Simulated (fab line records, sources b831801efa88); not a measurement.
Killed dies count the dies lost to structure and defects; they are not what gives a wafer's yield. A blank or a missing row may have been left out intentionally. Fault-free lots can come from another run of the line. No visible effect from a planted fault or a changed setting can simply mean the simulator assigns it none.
Chamber matching	flow gf180mcu	4 sister chambers for GF_V4_CMP_04 on cmp-02
The step polishes SiO2. 8 wafers are shown with their chamber, then 12 later ones without.

WAFERS WITH THEIR CHAMBER
wafer	chamber	motorCurrentA (A)	timeToEndpointS (s)
L085.5	1	13.1	79
L086.1	2	13.4	78
L086.4	1	13.0	83
L088.1	3	14.0	77
L088.5	2	13.3	86
L089.3	0	14.0	78
L089.5	3	13.8	83
L089.6	0	13.6	87

WAFERS MISSING THEIR CHAMBER
wafer	motorCurrentA (A)	timeToEndpointS (s)
L090.1	13.4	79
L090.5	12.9	85
L090.6	13.1	81
L093.4	13.7	74
L093.5	13.3	79
L093.6	12.9	80
L092.3	13.7	78
L092.4	12.6	82
L092.5	13.6	85
L096.2	13.0	74
L096.3	12.2	71
L096.4	12.8	80

CHAMBER TAKEN BY EACH
wafer	from the rows above	in truth
L090.1	can't be placed: 2 or 1 or 0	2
L090.5	can't be placed: 1 or 2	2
L090.6	can't be placed: 1 or 2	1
L093.4	can't be placed: 3 or 0 or 2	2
L093.5	can't be placed: 2 or 1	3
L093.6	can't be placed: 1 or 2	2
L092.3	can't be placed: 0 or 3 or 2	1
L092.4	can't be placed: 1 or 2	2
L092.5	can't be placed: 0 or 2 or 3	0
L096.2	can't be placed: 1 or 2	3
L096.3	can't be placed: 1 or 2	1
L096.4	can't be placed: 1 or 2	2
0 of 12 placed correctly. Cannot be placed on the basis of these rows: 12; the candidates contain the true chamber in 9. Number placed wrongly: 0.
How it was worked out, from the rows above alone: a wafer's distance from a chamber is the root of the sum, over the readings, of the square of ((its reading less the chamber's mean) divided by the reading's scatter). If the next closest chamber is less than 2 further off than the closest, the wafer can't be placed; otherwise it belongs to the closest. A chamber's mean is the mean of its shown wafers. The scatter is the square root of a quotient: the sum, over the shown wafers, of each reading's squared deviation from its chamber's mean, divided by wafers minus chambers.
